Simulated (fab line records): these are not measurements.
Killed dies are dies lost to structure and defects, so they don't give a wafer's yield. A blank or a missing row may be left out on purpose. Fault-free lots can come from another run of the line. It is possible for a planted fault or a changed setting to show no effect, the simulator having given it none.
fab line records | flow sky130 | part 1 of 2: steps 1 to 25 of 34
record: lots: 5 | wafers: 15 | last_day: 49
route steps=708 shown VIA1@469 METAL2@483
lots untouched by any fault: they come from a run of this same line in which no faults occurred
start_h: the number of hours between the record's first day and the start of the first shown wafer of the lot | wait_h: time in hours since the lot's previous step | " identical to the entry in the row above | L1.1+2: several wafers, shown together as one row | - no value present, or no start provided | * or withheld: withheld | < > ~ a bound
route shown NAME@n: a module of which the file shows steps, and the number in the route of the first | usual: mean and standard deviation over wafers with no fault | same: alike in all rows | chamber/n: place in a boat | sites: each site's reading | _std_site: standard deviation of those values | _edge_site: inner sites' mean taken away from outer sites' mean | radius_mm: how far each site lies from the wafer's centre | mask NAME#n: copy n | behind: tool/chamber where the wafer was last shaped | hold: the reason the lot was held/the length of the hold in hours/how it ended | device: the transistor (n, p or np) that didn't switch | end of line: the route-end tests of the same wafers | where a step has no rows: the recipe by itself | killed: dies lost to structure and defects at the first sort, not the wafer's yield | map: dies across one wafer; x = killed, . = not, _ = none there
set.NAME: the setting as run; set.NAME@STEP: as run at that earlier step | model.NAME: the simulator's own value behind a step, which no gauge read
lots at selected steps of the route; one table per step, one row per wafer
services: the hour from which a tool's chamber was out of use, counted from the record's first day as start_h (under 0 if before that day), plus the number of hours and why
== steps ==
step: SKY_VIA1_DEVELOP_11
recipe: develop_time_s: 60 | resist: KrF-thick | dev_temp_c: 21
same: develop_time_s: 60
lot.wafer  | tool           | chamber | start_h | wait_h
L079.4+5+6 | litho_track-03 | 0       | -       | -
L081.3+4+6 | litho_track-01 | 0       | -       | -
L089.1+3+4 | litho_track-02 | 0       | -       | -
L090.4+5+6 | litho_track-03 | 0       | -       | -
L092.1+2+4 | litho_track-02 | 0       | -       | -
step: SKY_VIA1_CD_MEAS_12
recipe: target_cd_nm: 150
usual: cd_nm: 150.3/1.5
lot.wafer | tool      | chamber | start_h | wait_h | cd_nm
L079.4    | cd_sem-02 | -       | 839.51  | -      | 150.4
L079.5    | "         | -       | "       | "      | 149.3
L079.6    | "         | -       | "       | "      | 150.5
L081.3    | cd_sem-02 | -       | 845.49  | -      | 150.0
L081.4    | "         | -       | "       | "      | 150.8
L081.6    | "         | -       | "       | "      | 150.1
L089.1    | cd_sem-02 | -       | 904.33  | -      | 148.2
L089.3    | "         | -       | "       | "      | 147.5
L089.4    | "         | -       | "       | "      | 148.1
L090.4    | cd_sem-01 | -       | 909.01  | -      | 149.6
L090.5    | "         | -       | "       | "      | 149.6
L090.6    | "         | -       | "       | "      | 149.4
L092.1    | cd_sem-01 | -       | 934.13  | -      | 149.3
L092.2    | "         | -       | "       | "      | 149.8
L092.4    | "         | -       | "       | "      | 151.5
step: SKY_VIA1_OVL_MEAS_13
usual: VIA1_OVL: 2/4.9
lot.wafer | tool       | chamber | start_h | wait_h | VIA1_OVL[nm]
L079.4    | overlay-02 | -       | 839.59  | 0.1    | 3
L079.5    | "          | -       | "       | "      | 3
L079.6    | "          | -       | "       | "      | 3
L081.3    | overlay-01 | -       | 845.58  | 0.1    | -4
L081.4    | "          | -       | "       | "      | 5
L081.6    | "          | -       | "       | "      | 4
L089.1    | overlay-02 | -       | 904.45  | 0.1    | 5
L089.3    | "          | -       | "       | "      | 6
L089.4    | "          | -       | "       | "      | -2
L090.4    | overlay-01 | -       | 909.09  | 0.1    | -3
L090.5    | "          | -       | "       | "      | 7
L090.6    | "          | -       | "       | "      | -1
L092.1    | overlay-02 | -       | 934.25  | 0.1    | -5
L092.2    | "          | -       | "       | "      | 4
L092.4    | "          | -       | "       | "      | -4
step: SKY_VIA1_ETCH_14
recipe: chemistry: N2/H2 | target: BARC | ion_energy_ev: 200 | source_w: 500 | bias_w: 100 | pressure_mtorr: 30 | n2_flow_sccm: 100 | h2_flow_sccm: 200 | stop_on: SiO2 | time_s: 45.9 | target_depth_a: 600
usual: drypump_motor_current_A: 5.7/0.55 | oes_product_au: 0.855/0.005 | throttle_valve_pct: 13.224/0.0086
lot.wafer | tool        | chamber | start_h | wait_h | drypump_motor_current_A | oes_product_au | rf_hours_counter_h | throttle_valve_pct
L079.4    | rie_diel-04 | 0       | 839.61  | 0.0    | 4.8                     | 0.864          | 15                 | 13.229
L079.5    | "           | 3       | "       | "      | 5.9                     | 0.856          | -                  | 13.220
L079.6    | "           | 2       | "       | "      | 6.7                     | 0.866          | -                  | 13.214
L081.3    | rie_diel-01 | 2       | 845.60  | 0.0    | 6.4                     | 0.858          | 22                 | 13.233
L081.4    | "           | 0       | "       | "      | 5.4                     | 0.853          | 13                 | 13.221
L081.6    | "           | 3       | "       | "      | 5.5                     | 0.858          | -                  | 13.238
L089.1    | rie_diel-01 | 0       | 904.49  | 0.0    | 5.4                     | 0.846          | 15                 | 13.231
L089.3    | "           | 2       | "       | "      | 6.4                     | 0.862          | -                  | 13.230
L089.4    | "           | 0       | "       | "      | 5.5                     | 0.855          | -                  | 13.221
L090.4    | rie_diel-04 | 3       | 909.11  | 0.0    | 5.8                     | 0.846          | 8                  | 13.221
L090.5    | "           | 2       | "       | "      | 6.6                     | 0.852          | -                  | 13.238
L090.6    | "           | 1       | "       | "      | 5.6                     | 0.854          | -                  | 13.220
L092.1    | rie_diel-04 | 3       | 934.29  | 0.0    | 5.9                     | 0.850          | 9                  | 13.235
L092.2    | "           | 1       | "       | "      | 5.6                     | 0.855          | 12                 | 13.230
L092.4    | "           | 0       | "       | "      | 4.8                     | 0.856          | -                  | 13.227
step: SKY_VIA1_ETCH_15
recipe: target: SiO2 | chemistry: C4F8/O2/Ar | target_depth_nm: 351 | stop_on: TiN | mask_material: KrF-thick | source_w: 1500 | bias_w: 1200 | pressure_mtorr: 40 | c4f8_flow_sccm: withheld | O2_flow_sccm: 6 | Ar_flow_sccm: 300 | time_s: 54
usual: oes_product_au: 0.982/0.0054
lot.wafer | tool        | chamber | start_h | wait_h | oes_product_au | rf_hours_counter_h
L079.4    | rie_diel-04 | 0       | 839.65  | 0.0    | 0.976          | 15
L079.5    | "           | 3       | "       | "      | 0.990          | -
L079.6    | "           | 2       | "       | "      | 0.980          | -
L081.3    | rie_diel-01 | 2       | 845.64  | 0.0    | 0.980          | 22
L081.4    | "           | 0       | "       | "      | 0.983          | 13
L081.6    | "           | 3       | "       | "      | 0.978          | -
L089.1    | rie_diel-01 | 0       | 904.55  | 0.0    | 0.979          | 15
L089.3    | "           | 2       | "       | "      | 0.987          | -
L089.4    | "           | 0       | "       | "      | 0.982          | -
L090.4    | rie_diel-04 | 3       | 909.15  | 0.0    | 0.987          | 8
L090.5    | "           | 2       | "       | "      | 0.984          | -
L090.6    | "           | 1       | "       | "      | 0.990          | -
L092.1    | rie_diel-04 | 3       | 934.33  | 0.0    | 0.982          | 9
L092.2    | "           | 1       | "       | "      | 0.985          | 12
L092.4    | "           | 0       | "       | "      | 0.976          | -
step: SKY_VIA1_STRIP_16
recipe: chemistry: O2/N2 | power_w: 1400 | pressure_mtorr: 1500 | platen_temp_c: withheld | o2_flow_sccm: 3000 | n2_flow_sccm: 300 | overash_fraction: 0.5
usual: drypump_motor_current_A: 6.0/0.38 | oes_product_au: 0.414/0.0048 | strip_time_to_endpoint_s: 4.440/0.023
lot.wafer | tool            | chamber | start_h | wait_h | drypump_motor_current_A | oes_product_au | rf_hours_counter_h | strip_time_to_endpoint_s
L079.4    | plasma_asher-02 | 1       | 839.73  | 0.1    | 5.7                     | 0.420          | -                  | 4.454
L079.5    | "               | 1       | "       | "      | 5.7                     | 0.416          | -                  | 4.465
L079.6    | "               | 0       | "       | "      | 6.6                     | 0.415          | -                  | 4.456
L081.3    | plasma_asher-04 | 0       | 845.72  | 0.1    | 5.7                     | 0.419          | -                  | 4.406
L081.4    | "               | 1       | "       | "      | 6.0                     | 0.418          | -                  | 4.399
L081.6    | "               | 0       | "       | "      | 5.6                     | 0.414          | -                  | 4.442
L089.1    | plasma_asher-02 | 1       | 904.62  | 0.0    | 5.7                     | 0.413          | 41                 | 4.437
L089.3    | "               | 1       | "       | "      | 5.8                     | 0.413          | -                  | 4.443
L089.4    | "               | 0       | "       | "      | 6.5                     | 0.414          | -                  | 4.443
L090.4    | plasma_asher-04 | 0       | 909.23  | 0.1    | 5.6                     | 0.423          | -                  | 4.462
L090.5    | "               | 1       | "       | "      | 6.0                     | 0.412          | -                  | 4.425
L090.6    | "               | 0       | "       | "      | 5.6                     | 0.417          | -                  | 4.413
L092.1    | plasma_asher-03 | 0       | 934.37  | 0.0    | 5.4                     | 0.416          | 21                 | 4.457
L092.2    | "               | 1       | "       | "      | 6.4                     | 0.417          | 21                 | 4.419
L092.4    | "               | 0       | "       | "      | 5.4                     | 0.410          | -                  | 4.468
step: SKY_VIA1_STRIP_17
recipe: chemistry: post_etch_residue_remover | time_s: 1200 | temp_c: 72.5
usual: bath_guard_temp_C: 72.6/0.48 | temp_c: 72.48/0.13
lot.wafer | tool         | chamber | start_h | wait_h | bath_guard_temp_C | temp_c
L079.4    | wet_bench-04 | 3       | 839.80  | 0.0    | 72.1              | 72.28
L079.5    | "            | 3       | "       | "      | 72.3              | 72.31
L079.6    | "            | 3       | "       | "      | 72.2              | 72.44
L081.3    | wet_bench-01 | 3       | 845.79  | 0.0    | 72.5              | 72.31
L081.4    | "            | 3       | "       | "      | 72.5              | 72.20
L081.6    | "            | 3       | "       | "      | 72.9              | 72.35
L089.1    | wet_bench-01 | 2       | 904.72  | 0.1    | 71.6              | 72.67
L089.3    | "            | 2       | "       | "      | 71.9              | 72.69
L089.4    | "            | 2       | "       | "      | 72.2              | 72.62
L090.4    | wet_bench-01 | 2       | 909.30  | 0.0    | 71.8              | 72.50
L090.5    | "            | 2       | "       | "      | 72.0              | 72.65
L090.6    | "            | 2       | "       | "      | 71.6              | 72.52
L092.1    | wet_bench-01 | 0       | 934.47  | 0.1    | 72.6              | 72.70
L092.2    | "            | 0       | "       | "      | 73.1              | 72.69
L092.4    | "            | 0       | "       | "      | 73.1              | 72.73
step: SKY_VIA1_CLEAN_18
recipe: chemistry: IPA | time_s: 180 | temp_c: 25
usual: temp_c: 25.01/0.093
lot.wafer | tool         | chamber | start_h | wait_h | temp_c
L079.4    | wet_bench-01 | 2       | 840.17  | 0.0    | 24.98
L079.5    | "            | 2       | "       | "      | 25.13
L079.6    | "            | 2       | "       | "      | 24.99
L081.3    | wet_bench-04 | 3       | 846.16  | 0.0    | 25.03
L081.4    | "            | 3       | "       | "      | 25.00
L081.6    | "            | 3       | "       | "      | 24.87
L089.1    | wet_bench-02 | 3       | 905.09  | 0.0    | 25.14
L089.3    | "            | 3       | "       | "      | 25.21
L089.4    | "            | 3       | "       | "      | 25.15
L090.4    | wet_bench-02 | 1       | 909.67  | 0.0    | 24.90
L090.5    | "            | 1       | "       | "      | 24.93
L090.6    | "            | 1       | "       | "      | 24.79
L092.1    | wet_bench-01 | 2       | 934.82  | 0.0    | 25.02
L092.2    | "            | 2       | "       | "      | 24.95
L092.4    | "            | 2       | "       | "      | 24.99
step: SKY_VIA1_CLEAN_19
recipe: chemistry: O3/DIW | dry: n2_spin
lot.wafer  | tool         | chamber | start_h | wait_h
L079.4+5+6 | wet_bench-04 | 3       | 840.23  | 0.0
L081.3+4+6 | wet_bench-01 | 2       | 846.23  | 0.0
L089.1+3+4 | wet_bench-01 | 0       | 905.15  | 0.0
L090.4+5+6 | wet_bench-02 | 0       | 909.73  | 0.0
L092.1+2+4 | wet_bench-01 | 0       | 934.87  | 0.0
step: SKY_VIA1_SPUTTER_20
recipe: material: TiN | target_thk_nm: 20 | chamber_pressure_pa: 5 | power_w: 4000 | time_s: 80
usual: throttle_valve_pct: 30.3/0.62
lot.wafer | tool           | chamber | start_h | wait_h | throttle_valve_pct
L079.4    | pvd_sputter-03 | -       | 840.33  | 0.0    | 29.9
L079.5    | "              | -       | "       | "      | 29.5
L079.6    | "              | -       | "       | "      | 30.6
L081.3    | pvd_sputter-04 | -       | 846.33  | 0.0    | 30.6
L081.4    | "              | -       | "       | "      | 31.0
L081.6    | "              | -       | "       | "      | 30.7
L089.1    | pvd_sputter-01 | -       | 905.25  | 0.0    | 29.9
L089.3    | "              | -       | "       | "      | 30.0
L089.4    | "              | -       | "       | "      | 31.4
L090.4    | pvd_sputter-04 | -       | 909.82  | 0.0    | 30.1
L090.5    | "              | -       | "       | "      | 31.4
L090.6    | "              | -       | "       | "      | 30.5
L092.1    | pvd_sputter-03 | -       | 934.97  | 0.0    | 29.8
L092.2    | "              | -       | "       | "      | 29.6
L092.4    | "              | -       | "       | "      | 30.4
step: SKY_VIA1_CVD_21
recipe: material: W | target_thk_nm: 270 | time_s: 80.902 | temp_c: 400 | pressure_torr: 40
usual: heater_power_w: 754/63
lot.wafer | tool     | chamber | start_h | wait_h | heater_power_w | since_wet_clean_h
L079.4    | cvd_w-02 | 1       | 840.42  | 0.1    | 805            | -
L079.5    | "        | 1       | "       | "      | 790            | -
L079.6    | "        | 0       | "       | "      | 691            | -
L081.3    | cvd_w-01 | 1       | 846.42  | 0.1    | 700            | -
L081.4    | "        | 0       | "       | "      | 801            | -
L081.6    | "        | 0       | "       | "      | 798            | -
L089.1    | cvd_w-02 | 0       | 905.31  | 0.0    | 681            | 501
L089.3    | "        | 1       | "       | "      | 787            | -
L089.4    | "        | 0       | "       | "      | 686            | -
L090.4    | cvd_w-02 | 1       | 909.91  | 0.1    | 814            | -
L090.5    | "        | 1       | "       | "      | 792            | -
L090.6    | "        | 0       | "       | "      | 683            | -
L092.1    | cvd_w-01 | 1       | 935.03  | 0.0    | 682            | 17
L092.2    | "        | 0       | "       | "      | 839            | 17
L092.4    | "        | 1       | "       | "      | 687            | -
step: SKY_VIA1_RS_MEAS_22
recipe: thk_meas_gauge: four-point-probe | reads: W_of_VIA1_CVD_21+TiN_of_VIA1_SPUTTER_20
usual: VIA1_W_RS: 0.430/0.0049
lot.wafer | tool          | chamber | start_h | wait_h | VIA1_W_RS[ohm/sq]
L079.4    | film_metro-02 | -       | 840.54  | 0.1    | 0.431
L079.5    | "             | -       | "       | "      | 0.435
L079.6    | "             | -       | "       | "      | 0.427
L081.3    | film_metro-03 | -       | 846.52  | 0.1    | 0.439
L081.4    | "             | -       | "       | "      | 0.433
L081.6    | "             | -       | "       | "      | 0.434
L089.1    | film_metro-04 | -       | 905.40  | 0.1    | 0.428
L089.3    | "             | -       | "       | "      | 0.428
L089.4    | "             | -       | "       | "      | 0.422
L090.4    | film_metro-02 | -       | 910.03  | 0.1    | 0.427
L090.5    | "             | -       | "       | "      | 0.427
L090.6    | "             | -       | "       | "      | 0.426
L092.1    | film_metro-03 | -       | 935.12  | 0.1    | 0.432
L092.2    | "             | -       | "       | "      | 0.431
L092.4    | "             | -       | "       | "      | 0.436
step: SKY_VIA1_THK_MEAS_23
recipe: thk_meas_gauge: xrf | reads: W_of_VIA1_CVD_21
usual: VIA1_W_THK: 267/3.5
lot.wafer | tool          | chamber | start_h | wait_h | VIA1_W_THK[nm]
L079.4    | film_metro-02 | -       | 840.63  | 0.1    | 266
L079.5    | "             | -       | "       | "      | 263
L079.6    | "             | -       | "       | "      | 268
L081.3    | film_metro-03 | -       | 846.62  | 0.1    | 265
L081.4    | "             | -       | "       | "      | 270
L081.6    | "             | -       | "       | "      | 270
L089.1    | film_metro-04 | -       | 905.52  | 0.1    | 267
L089.3    | "             | -       | "       | "      | 266
L089.4    | "             | -       | "       | "      | 271
L090.4    | film_metro-02 | -       | 910.12  | 0.1    | 268
L090.5    | "             | -       | "       | "      | 268
L090.6    | "             | -       | "       | "      | 269
L092.1    | film_metro-03 | -       | 935.24  | 0.1    | 271
L092.2    | "             | -       | "       | "      | 270
L092.4    | "             | -       | "       | "      | 268
step: SKY_VIA1_CMP_24
recipe: stop_on: SiO2 | t_overpolish_s: 15 | down_force_psi: 3.5 | platen_rpm: 60 | target_thk_nm: 0 | pad_velocity_m_s: 0.94248
usual: edge_zone_pressure_frac: 0.999/0.0058 | motor_current_A: 11.6/1.1 | overpolish_run_s: 15.000/0.0096 | platen_rpm: 60.00/0.042 | slurry_filter_dp_kPa: 13.50/0.13 | slurry_flow_ml_min: 150.0/0.48 | time_to_endpoint_s: 63.5/2.8
lot.wafer | tool   | chamber | start_h | wait_h | edge_zone_pressure_frac | motor_current_A | overpolish_run_s | platen_rpm | slurry_filter_dp_kPa | slurry_flow_ml_min | time_to_endpoint_s
L079.4    | cmp-02 | 3       | 840.71  | 0.1    | 0.989                   | 12.8            | 14.996           | 59.99      | 13.22                | 149.4              | 64.9
L079.6    | "      | 2       | "       | "      | 0.998                   | 11.0            | 15.003           | 60.00      | 13.66                | 150.1              | 64.6
L079.5    | "      | 3       | "       | "      | 1.002                   | 12.7            | 15.003           | 60.01      | 13.28                | 149.8              | 63.6
L081.3    | cmp-02 | 1       | 846.71  | 0.1    | 0.993                   | 11.8            | 14.998           | 59.95      | 13.38                | 150.1              | 59.5
L081.4    | "      | 3       | "       | "      | 1.004                   | 12.8            | 14.997           | 59.98      | 13.52                | 150.0              | 61.5
L081.6    | "      | 0       | "       | "      | 0.997                   | 11.0            | 14.987           | 59.96      | 13.43                | 149.8              | 66.6
L089.1    | cmp-02 | 0       | 905.58  | 0.1    | 1.005                   | 10.4            | 14.996           | 60.01      | 13.54                | 150.6              | 66.2
L089.3    | "      | 2       | "       | "      | 0.987                   | 12.0            | 14.995           | 59.94      | 13.51                | 150.0              | 67.0
L089.4    | "      | 3       | "       | "      | 1.003                   | 12.0            | 14.998           | 60.00      | 13.39                | 150.3              | 65.6
L090.4    | cmp-02 | 3       | 910.25  | 0.1    | 0.996                   | 12.6            | 14.998           | 60.03      | 13.44                | 149.9              | 63.5
L090.5    | "      | 1       | "       | "      | 1.014                   | 12.2            | 14.993           | 60.00      | 13.43                | 150.0              | 63.9
L090.6    | "      | 2       | "       | "      | 0.994                   | 12.0            | 15.007           | 60.06      | 13.46                | 149.8              | 67.5
L092.2    | cmp-02 | 1       | 935.35  | 0.1    | 1.001                   | 11.8            | 14.985           | 59.91      | 13.36                | 149.6              | 59.2
L092.4    | "      | 2       | "       | "      | 0.993                   | 11.7            | 15.004           | 59.98      | 13.22                | 150.3              | 62.3
L092.1    | "      | 3       | "       | "      | 1.000                   | 12.8            | 15.010           | 59.92      | 13.66                | 150.0              | 62.0
step: SKY_METAL2_SPUTTER_00
recipe: material: Ti | target_thk_nm: 15 | power_w: 3000 | time_s: 10 | chamber_pressure_pa: 0.4
usual: throttle_valve_pct: 30.3/0.55
lot.wafer | tool           | chamber | start_h | wait_h | throttle_valve_pct
L079.4    | pvd_sputter-02 | -       | 840.96  | 0.2    | 30.8
L079.5    | "              | -       | "       | "      | 30.2
L079.6    | "              | -       | "       | "      | 29.6
L081.3    | pvd_sputter-02 | -       | 846.96  | 0.2    | 29.9
L081.4    | "              | -       | "       | "      | 30.0
L081.6    | "              | -       | "       | "      | 30.7
L089.1    | pvd_sputter-02 | -       | 905.88  | 0.2    | 30.6
L089.3    | "              | -       | "       | "      | 30.1
L089.4    | "              | -       | "       | "      | 30.3
L090.4    | pvd_sputter-03 | -       | 910.45  | 0.1    | 29.6
L090.5    | "              | -       | "       | "      | 30.6
L090.6    | "              | -       | "       | "      | 30.0
L092.1    | pvd_sputter-01 | -       | 935.60  | 0.1    | 29.7
L092.2    | "              | -       | "       | "      | 31.4
L092.4    | "              | -       | "       | "      | 29.7
step: SKY_METAL2_SPUTTER_01
recipe: material: TiN | target_thk_nm: 20 | power_w: 6500 | time_s: 16.7 | chamber_pressure_pa: 0.4
usual: throttle_valve_pct: 30.3/0.54
lot.wafer | tool           | chamber | start_h | wait_h | throttle_valve_pct
L079.4    | pvd_sputter-02 | -       | 840.98  | 0.0    | 30.7
L079.5    | "              | -       | "       | "      | 30.1
L079.6    | "              | -       | "       | "      | 29.9
L081.3    | pvd_sputter-02 | -       | 846.98  | 0.0    | 29.7
L081.4    | "              | -       | "       | "      | 30.0
L081.6    | "              | -       | "       | "      | 30.8
L089.1    | pvd_sputter-02 | -       | 905.91  | 0.0    | 30.6
L089.3    | "              | -       | "       | "      | 30.0
L089.4    | "              | -       | "       | "      | 30.3
L090.4    | pvd_sputter-03 | -       | 910.48  | 0.0    | 29.6
L090.5    | "              | -       | "       | "      | 30.9
L090.6    | "              | -       | "       | "      | 30.1
L092.1    | pvd_sputter-01 | -       | 935.62  | 0.0    | 29.8
L092.2    | "              | -       | "       | "      | 31.6
L092.4    | "              | -       | "       | "      | 30.2
step: SKY_METAL2_SPUTTER_02
recipe: material: AlCu | target_thk_nm: 250 | power_w: 10600 | time_s: 13.3 | chamber_pressure_pa: 0.4
usual: throttle_valve_pct: 30.3/0.53
lot.wafer | tool           | chamber | start_h | wait_h | throttle_valve_pct
L079.4    | pvd_sputter-02 | -       | 841.01  | 0.0    | 30.7
L079.5    | "              | -       | "       | "      | 30.1
L079.6    | "              | -       | "       | "      | 29.8
L081.3    | pvd_sputter-02 | -       | 847.01  | 0.0    | 29.9
L081.4    | "              | -       | "       | "      | 30.0
L081.6    | "              | -       | "       | "      | 30.4
L089.1    | pvd_sputter-02 | -       | 905.93  | 0.0    | 30.5
L089.3    | "              | -       | "       | "      | 30.2
L089.4    | "              | -       | "       | "      | 30.5
L090.4    | pvd_sputter-03 | -       | 910.50  | 0.0    | 29.7
L090.5    | "              | -       | "       | "      | 30.6
L090.6    | "              | -       | "       | "      | 29.9
L092.1    | pvd_sputter-01 | -       | 935.65  | 0.0    | 29.6
L092.2    | "              | -       | "       | "      | 31.5
L092.4    | "              | -       | "       | "      | 29.7
step: SKY_METAL2_SPUTTER_03
recipe: material: Ti | target_thk_nm: 5 | power_w: 3000 | time_s: 3.3 | chamber_pressure_pa: 0.4
usual: throttle_valve_pct: 30.3/0.54
lot.wafer | tool           | chamber | start_h | wait_h | throttle_valve_pct
L079.4    | pvd_sputter-02 | -       | 841.03  | 0.0    | 30.5
L079.5    | "              | -       | "       | "      | 30.2
L079.6    | "              | -       | "       | "      | 29.7
L081.3    | pvd_sputter-02 | -       | 847.03  | 0.0    | 29.7
L081.4    | "              | -       | "       | "      | 30.3
L081.6    | "              | -       | "       | "      | 30.5
L089.1    | pvd_sputter-02 | -       | 905.96  | 0.0    | 30.7
L089.3    | "              | -       | "       | "      | 29.9
L089.4    | "              | -       | "       | "      | 30.4
L090.4    | pvd_sputter-03 | -       | 910.53  | 0.0    | 29.6
L090.5    | "              | -       | "       | "      | 30.8
L090.6    | "              | -       | "       | "      | 30.1
L092.1    | pvd_sputter-01 | -       | 935.67  | 0.0    | 30.0
L092.2    | "              | -       | "       | "      | 31.6
L092.4    | "              | -       | "       | "      | 29.9
step: SKY_METAL2_SPUTTER_04
recipe: material: TiN | target_thk_nm: 70 | power_w: 6500 | time_s: 58.3 | chamber_pressure_pa: 0.4
usual: throttle_valve_pct: 30.3/0.54
lot.wafer | tool           | chamber | start_h | wait_h | throttle_valve_pct
L079.4    | pvd_sputter-02 | -       | 841.05  | 0.0    | 30.9
L079.5    | "              | -       | "       | "      | 29.8
L079.6    | "              | -       | "       | "      | 29.7
L081.3    | pvd_sputter-02 | -       | 847.05  | 0.0    | 29.8
L081.4    | "              | -       | "       | "      | 30.5
L081.6    | "              | -       | "       | "      | 30.6
L089.1    | pvd_sputter-02 | -       | 905.97  | 0.0    | 30.6
L089.3    | "              | -       | "       | "      | 30.3
L089.4    | "              | -       | "       | "      | 30.1
L090.4    | pvd_sputter-03 | -       | 910.54  | 0.0    | 29.5
L090.5    | "              | -       | "       | "      | 30.7
L090.6    | "              | -       | "       | "      | 30.0
L092.1    | pvd_sputter-01 | -       | 935.69  | 0.0    | 29.5
L092.2    | "              | -       | "       | "      | 31.6
L092.4    | "              | -       | "       | "      | 29.9
step: SKY_METAL2_RS_MEAS_05
recipe: thk_meas_gauge: four-point-probe | reads: TiN_of_METAL2_SPUTTER_04+Ti_of_METAL2_SPUTTER_03+AlCu_of_METAL2_SPUTTER_02+TiN_of_METAL2_SPUTTER_01+Ti_of_METAL2_SPUTTER_00
usual: METAL2_ALCU_RS: 0.1269/0.0014
lot.wafer | tool          | chamber | start_h | wait_h | METAL2_ALCU_RS[ohm/sq]
L079.4    | film_metro-04 | -       | 841.16  | 0.1    | 0.1282
L079.5    | "             | -       | "       | "      | 0.1271
L079.6    | "             | -       | "       | "      | 0.1263
L081.3    | film_metro-02 | -       | 847.14  | 0.1    | 0.1249
L081.4    | "             | -       | "       | "      | 0.1265
L081.6    | "             | -       | "       | "      | 0.1257
L089.1    | film_metro-01 | -       | 906.02  | 0.0    | 0.1276
L089.3    | "             | -       | "       | "      | 0.1280
L089.4    | "             | -       | "       | "      | 0.1270
L090.4    | film_metro-02 | -       | 910.65  | 0.1    | 0.1293
L090.5    | "             | -       | "       | "      | 0.1292
L090.6    | "             | -       | "       | "      | 0.1284
L092.1    | film_metro-01 | -       | 935.74  | 0.0    | 0.1276
L092.2    | "             | -       | "       | "      | 0.1311
L092.4    | "             | -       | "       | "      | 0.1281
step: SKY_METAL2_THK_MEAS_06
recipe: thk_meas_gauge: xrf | reads: AlCu_of_METAL2_SPUTTER_02
usual: METAL2_ALCU_THK: 249.3/2.8
lot.wafer | tool          | chamber | start_h | wait_h | METAL2_ALCU_THK[nm]
L079.4    | film_metro-04 | -       | 841.25  | 0.1    | 247.9
L079.5    | "             | -       | "       | "      | 250.3
L079.6    | "             | -       | "       | "      | 250.9
L081.3    | film_metro-02 | -       | 847.24  | 0.1    | 252.6
L081.4    | "             | -       | "       | "      | 247.6
L081.6    | "             | -       | "       | "      | 250.9
L089.1    | film_metro-01 | -       | 906.14  | 0.1    | 247.5
L089.3    | "             | -       | "       | "      | 245.7
L089.4    | "             | -       | "       | "      | 248.6
L090.4    | film_metro-02 | -       | 910.74  | 0.1    | 240.7
L090.5    | "             | -       | "       | "      | 243.3
L090.6    | "             | -       | "       | "      | 245.2
L092.1    | film_metro-01 | -       | 935.86  | 0.1    | 251.3
L092.2    | "             | -       | "       | "      | 243.6
L092.4    | "             | -       | "       | "      | 248.2
step: SKY_METAL2_DEHYDRATE_07
recipe: temp_c: 200 | time_s: 60
usual: heater_power_total_W: 160.39/0.13
lot.wafer | tool           | chamber | start_h | wait_h | heater_power_total_W
L079.4    | litho_track-04 | 0       | 853.38  | 12.1   | 160.22
L079.5    | "              | 0       | "       | "      | 160.32
L079.6    | "              | 0       | "       | "      | 160.53
L081.3    | litho_track-04 | 0       | 859.56  | 12.3   | 160.40
L081.4    | "              | 0       | "       | "      | 160.61
L081.6    | "              | 0       | "       | "      | 160.16
L089.1    | litho_track-01 | 0       | 917.60  | 11.4   | 160.29
L089.3    | "              | 0       | "       | "      | 160.44
L089.4    | "              | 0       | "       | "      | 160.22
L090.4    | litho_track-03 | 0       | 922.63  | 11.9   | 160.22
L090.5    | "              | 0       | "       | "      | 160.61
L090.6    | "              | 0       | "       | "      | 160.52
L092.1    | litho_track-01 | 0       | 947.15  | 11.3   | 160.39
L092.2    | "              | 0       | "       | "      | 160.47
L092.4    | "              | 0       | "       | "      | 160.41
step: SKY_METAL2_HMDS_08
recipe: prime_time_s: 60 | prime_temp_c: 120
lot.wafer  | tool           | chamber | start_h | wait_h
L079.4+5+6 | litho_track-04 | 0       | 853.53  | 0.1
L081.3+4+6 | litho_track-04 | 0       | 859.71  | 0.1
L089.1+3+4 | litho_track-01 | 0       | 917.75  | 0.1
L090.4+5+6 | litho_track-03 | 0       | 922.78  | 0.1
L092.1+2+4 | litho_track-01 | 0       | 947.30  | 0.1
step: SKY_METAL2_COAT_09
recipe: resist: BARC | temp_c: withheld | time_s: withheld | spin_rpm: 3000 | resist_thk_nm: 60
lot.wafer  | tool           | chamber | start_h | wait_h
L079.4+5+6 | litho_track-04 | 0       | 853.68  | 0.1
L081.3+4+6 | litho_track-04 | 0       | 859.86  | 0.1
L089.1+3+4 | litho_track-01 | 0       | 917.90  | 0.1
L090.4+5+6 | litho_track-03 | 0       | 922.93  | 0.1
L092.1+2+4 | litho_track-01 | 0       | 947.45  | 0.1
step: SKY_METAL2_COAT_10
recipe: resist: KrF-thick | spin_rpm: 3000 | resist_thk_nm: 450
lot.wafer  | tool           | chamber | start_h | wait_h
L079.4+5+6 | litho_track-04 | 0       | -       | -
L081.3+4+6 | litho_track-04 | 0       | -       | -
L089.1+3+4 | litho_track-01 | 0       | -       | -
L090.4+5+6 | litho_track-03 | 0       | -       | -
L092.1+2+4 | litho_track-01 | 0       | -       | -
